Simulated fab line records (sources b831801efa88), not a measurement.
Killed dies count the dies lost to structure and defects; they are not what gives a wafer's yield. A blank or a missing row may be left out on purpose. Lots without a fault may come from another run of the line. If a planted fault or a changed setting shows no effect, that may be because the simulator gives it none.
2 desks looking at one fault | flow sky130 | what lay behind the numbers comes last; until then each desk has only its own

## THE TOOL OWNER'S DESK: cvd-w-01
The tool's own readings at SKY_LI_CONTACT_CVD_21 (deposits W, target thk 400 nm, time 120.56 s): means of the sampled wafers that have a number, for each lot that ran on this tool. A lot is out of limits, marked OUT, if its mean lies more than 4 standard deviations from the usual mean; the brackets give that distance.
Columns: A = heater-power-w at SKY_LI_CONTACT_CVD_21, usual 797 W
lot  | first seen here | A
L770 | day 29 05:16    | 779
L771 | day 29 22:20    | 759
L777 | day 32 04:16    | 779
L779 | day 32 15:12    | 776
L780 | day 33 00:08    | 777
L789 | day 35 14:01    | 769
L790 | day 35 16:38    | 798
L791 | day 36 12:01    | 790
Finding of this desk: none of the 8 lots has anything out of limits.

## METROLOGY DESK
What the gauges read for every lot (on any tool): the sampled wafers with a number, averaged. A lot is out of limits, marked OUT, if its mean lies more than 4 standard deviations from the usual mean; the brackets give that distance.
Columns: A = SD_N_TW at SKY_SD_N_TW_MEAS_12, usual 3966; B = SD_N_RS at SKY_SD_N_RS_MEAS_16, usual 68.60 ohm/sq; C = SD_P_RS at SKY_SD_N_RS_MEAS_17, usual 147.2 ohm/sq; D = LI_CONTACT_W_RS at SKY_LI_CONTACT_RS_MEAS_22, usual 0.2841 ohm/sq; E = LI_CONTACT_W_THK at SKY_LI_CONTACT_THK_MEAS_23, usual 385 nm
lot  | first seen here | A    | B     | C     | D                | E
L770 | day 27 23:05    | 3966 | 68.66 | 147.6 | 0.2840           | 384
L771 | day 28 15:59    | 3989 | 68.51 | 147.0 | 0.2843           | 386
L774 | day 29 17:41    | 3961 | 68.74 | 147.7 | 0.2823           | 391
L777 | day 30 22:07    | 3996 | 68.68 | 147.6 | 0.2283 (-25) OUT | 467 (+15) OUT
L779 | day 31 10:25    | 3969 | 68.72 | 147.3 | 0.2265 (-26) OUT | 486 (+18) OUT
L780 | day 31 19:29    | 3951 | 68.55 | 146.9 | 0.2270 (-26) OUT | 480 (+17) OUT
L784 | day 32 22:59    | 4017 | 68.51 | 147.1 | 0.2825           | 392
L788 | day 34 06:25    | 3984 | 68.58 | 146.9 | 0.2821           | 385
L789 | day 34 09:40    | 3969 | 68.54 | 147.3 | 0.2842           | 386
L790 | day 34 12:39    | 3967 | 68.59 | 147.3 | 0.2849           | 387
L791 | day 35 07:44    | 3893 | 68.60 | 147.0 | 0.2872           | 383
L793 | day 36 02:22    | 4005 | 68.50 | 146.7 | 0.2832           | 391
This desk finds L777, L779, L780 out of limits, with the earliest case on L777 at day 32 04:25 (LI_CONTACT_W_RS at SKY_LI_CONTACT_RS_MEAS_22). L770, L771, L774, L784, L788, L789, L790, L791, L793: within limits.

## ALL TOGETHER
An alarm was possible from the metrology desk at day 32 04:25, on L777, L779, L780.
The tool owner's desk saw nothing out of limits.
On record at the tool owner's desk: L777, L779, L780, within its limits.
On cvd-w-01, each named lot ran SKY_LI_CONTACT_CVD_21.

## WHAT THE SIMULATOR HAD PUT IN
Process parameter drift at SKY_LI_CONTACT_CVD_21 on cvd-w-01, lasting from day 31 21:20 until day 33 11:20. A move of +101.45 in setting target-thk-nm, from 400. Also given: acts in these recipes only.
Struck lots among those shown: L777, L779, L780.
Per desk, hours elapsed from the start of the fault to the first reading out of limits: for the metrology desk, 7.
